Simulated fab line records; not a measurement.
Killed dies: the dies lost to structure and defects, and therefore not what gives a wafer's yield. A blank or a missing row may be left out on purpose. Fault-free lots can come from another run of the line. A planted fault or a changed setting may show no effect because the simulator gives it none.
A lot that was struck, set against a sound lot / flow sfq-line / 42 out of 325 route steps
Sound: wafers L408.1, L408.4, L408.6. Struck: wafers L413.1, L413.5, L413.6. The cause is named last.
Order at every step that has rows: each side's tool, ch and its chambers, its first start. Under that, the readings that differ: sound wafers / struck wafers / difference of the means / sigmas: that difference in standard deviations of wafers without a fault.
alike: words and numbers the same on both sides, and readings whose means are apart by under 2 such deviations; not compared: readings that were withheld, readings missing a value for some wafer, numbers with overlapping values and no deviation given by the record, and bounds like >300 which may hide the same value.
Wherever a step has rows on one side only, a row that says differs or no value, or a row with sigmas, the two part there. When numbers do not overlap yet have no deviation, they are printed without sigmas and do not part them. Lack of a reading on every wafer of one side parts them only where that side has two or more wafers.

SFQ_M1_OVL_MEAS_911:
  sound on overlay-02 at day 27 18:16; struck on overlay-02 at day 29 13:23
  alike: M1_OVL
then, 2 steps without rows for these wafers: SFQ_TRILAYER_M1_BARC_OPEN_METAL_ETCH_054 (etches BARC in O2, target depth 125 nm, time 41.7 s); SFQ_TRILAYER_M1_ETCH_METAL_ETCH_042 (etches Nb in Cl2/Ar, stops on SiO2, target depth 240 nm, time 120 s).
SFQ_TRILAYER_M1_STRIP_STRIP_043: strips in O2.
  sound on rie-metal-02 ch 0, day 27 18:29; struck on rie-metal-04 ch 0,1, day 29 13:36
  alike: drypump-motor-current-A, he-backside-leak-sccm, oes-product-au, platen-temp-c
  not compared: rf-hours-counter-h
then, 3 steps without rows for these wafers: SFQ_TRILAYER_M1_STRIP_SOLV_CLEAN_044 (cleans in NMP, time 600 s); SFQ_TRILAYER_I1_DEP_PECVD_045 (deposits SiO2 from SiH4/N2O, time 111.11 s, target thk 500 nm); SFQ_TRILAYER_I1_CMP_CMP_046 (polishes SiO2).
SFQ_I1_BOW_MEAS_912:
  sound on film-metro-02 at day 27 22:57; struck on film-metro-01 at day 30 19:09
  alike: I1_BOW
then, 4 steps without rows for these wafers: SFQ_TRILAYER_I1_METRO_MEASURE_047; SFQ_TRILAYER_I1_VIA_LITHO_COAT_054 (resist thk 62 nm); SFQ_TRILAYER_I1_VIA_LITHO_COAT_049 (resist thk 650 nm); SFQ_TRILAYER_I1_VIA_LITHO_SOFTBAKE_053.
-- the record jumps here: 6 days lie between the struck wafers' starts before and after --
SFQ_TRILAYER_I1_VIA_LITHO_EXPOSE_050: exposes mask I1, target cd 500 nm.
  sound on krf-scanner-02 ch 0, day 33 01:16; struck on krf-scanner-01 ch 0, day 36 12:01
reading=model.I1.overlay-x-nm (nm); sound=1.689 1.689 1.689; struck=64.32 64.32 64.32; difference=+62.63; sigmas=
  alike: mask
then, 2 steps without rows for these wafers: SFQ_TRILAYER_I1_VIA_LITHO_PEB_052 (peb time 60 s); SFQ_TRILAYER_I1_VIA_LITHO_DEVELOP_051 (time 60 s).
SFQ_I1_OVL_MEAS_913:
  sound on overlay-01 at day 33 02:46; struck on overlay-01 at day 36 13:31
reading=I1_OVL (nm); sound=-2 -4 -6; struck=64 66 64; difference=+69; sigmas=+15
then, 2 steps without rows for these wafers: SFQ_TRILAYER_I1_VIA_BARC_OPEN_VIA_ETCH_071 (etches BARC in O2, target depth 125 nm, time 41.7 s); SFQ_TRILAYER_I1_VIA_ETCH_VIA_ETCH_052 (etches SiO2 in CHF3, stops on Nb, target depth 260 nm).
SFQ_TRILAYER_I1_VIA_STRIP_STRIP_053: strips in O2.
  sound on rie-metal-01 ch 0,1, day 33 02:57; struck on rie-metal-01 ch 0,1, day 36 13:43
  alike: drypump-motor-current-A, he-backside-leak-sccm, oes-product-au, platen-temp-c
  not compared: rf-hours-counter-h
then, 3 steps without rows for these wafers: SFQ_TRILAYER_I1_VIA_STRIP_SOLV_CLEAN_054 (cleans in NMP, time 600 s); SFQ_TRILAYER_M2_DEP_PRE_CLEAN_056 (time 22.5 s); SFQ_TRILAYER_M2_DEP_SPUTTER_055 (material Nb, target thk 200 nm, time 133.3 s).
SFQ_M2_RS_MEAS_914: measures by four-point-probe.
  sound on film-metro-04 at day 33 03:51; struck on film-metro-04 at day 36 14:37
  alike: M2_NB_RS
then, 6 steps without rows for these wafers: SFQ_TRILAYER_M2_LITHO_COAT_062 (resist thk 62 nm); SFQ_TRILAYER_M2_LITHO_COAT_057 (resist thk 600 nm); SFQ_TRILAYER_M2_LITHO_SOFTBAKE_061; SFQ_TRILAYER_M2_LITHO_EXPOSE_058 (exposes mask M2, target cd 500 nm); SFQ_TRILAYER_M2_LITHO_PEB_060 (peb time 60 s); SFQ_TRILAYER_M2_LITHO_DEVELOP_059 (time 60 s).
-- the record jumps here: 5 days lie between the struck wafers' starts before and after --
SFQ_M2_OVL_MEAS_916:
  sound on overlay-01 at day 33 06:17; struck on overlay-02 at day 41 11:56
reading=M2_OVL (nm); sound=1 -5 -4; struck=15 12 10; difference=+15; sigmas=+3
SFQ_TRILAYER_M2_BARC_OPEN_METAL_ETCH_077: etches BARC in O2, target depth 125 nm, time 41.7 s.
  sound on rie-metal-03 ch 0,1, day 33 06:19; struck on rie-metal-03 ch 0,1, day 41 11:58
  alike: bias-w, drypump-motor-current-A, he-backside-leak-sccm, oes-product-au
  not compared: rf-hours-counter-h
then, 1 step without rows for these wafers: SFQ_TRILAYER_M2_ETCH_METAL_ETCH_060 (etches Nb in Cl2/Ar, stops on SiO2, target depth 240 nm, time 120 s).
SFQ_TRILAYER_M2_STRIP_STRIP_061: strips in O2.
  sound on rie-metal-03 ch 0,1, day 33 06:30; struck on rie-metal-03 ch 0,1, day 41 12:09
  alike: drypump-motor-current-A, he-backside-leak-sccm, oes-product-au, platen-temp-c
  not compared: rf-hours-counter-h
then, 3 steps without rows for these wafers: SFQ_TRILAYER_M2_STRIP_SOLV_CLEAN_062 (cleans in NMP, time 600 s); SFQ_TRILAYER_I2_DEP_PECVD_063 (deposits SiO2 from SiH4/N2O, time 111.11 s, target thk 500 nm); SFQ_TRILAYER_I2_CMP_CMP_064 (polishes SiO2).
SFQ_I2_BOW_MEAS_917:
  sound on film-metro-02 at day 35 07:23; struck on film-metro-01 at day 41 22:05
  alike: I2_BOW
SFQ_TRILAYER_I2_METRO_MEASURE_065:
  sound on film-metro-02 at day 35 07:30; struck on film-metro-01 at day 41 22:13
  alike: thk-nm
then, 3 steps without rows for these wafers: SFQ_TRILAYER_I2_VIA_LITHO_COAT_072 (resist thk 62 nm); SFQ_TRILAYER_I2_VIA_LITHO_COAT_067 (resist thk 650 nm); SFQ_TRILAYER_I2_VIA_LITHO_SOFTBAKE_071.
-- the record jumps here: 42 days lie between the struck wafers' starts before and after --
SFQ_M8_BOW_MEAS_951:
  sound on film-metro-01 at day 83 07:12; struck on film-metro-02 at day 83 20:10
  alike: M8_BOW
  not compared: model.etest.i1.link-ohm

## WHERE THEY PART
Earliest at SFQ_I1_OVL_MEAS_913; latest, in this record, at SFQ_M2_OVL_MEAS_916. Later steps at which nothing parts them and some readings are alike: SFQ_TRILAYER_M2_BARC_OPEN_METAL_ETCH_077, SFQ_TRILAYER_M2_STRIP_STRIP_061, SFQ_I2_BOW_MEAS_917, SFQ_TRILAYER_I2_METRO_MEASURE_065, SFQ_M8_BOW_MEAS_951.

WHY: what the simulator had put in
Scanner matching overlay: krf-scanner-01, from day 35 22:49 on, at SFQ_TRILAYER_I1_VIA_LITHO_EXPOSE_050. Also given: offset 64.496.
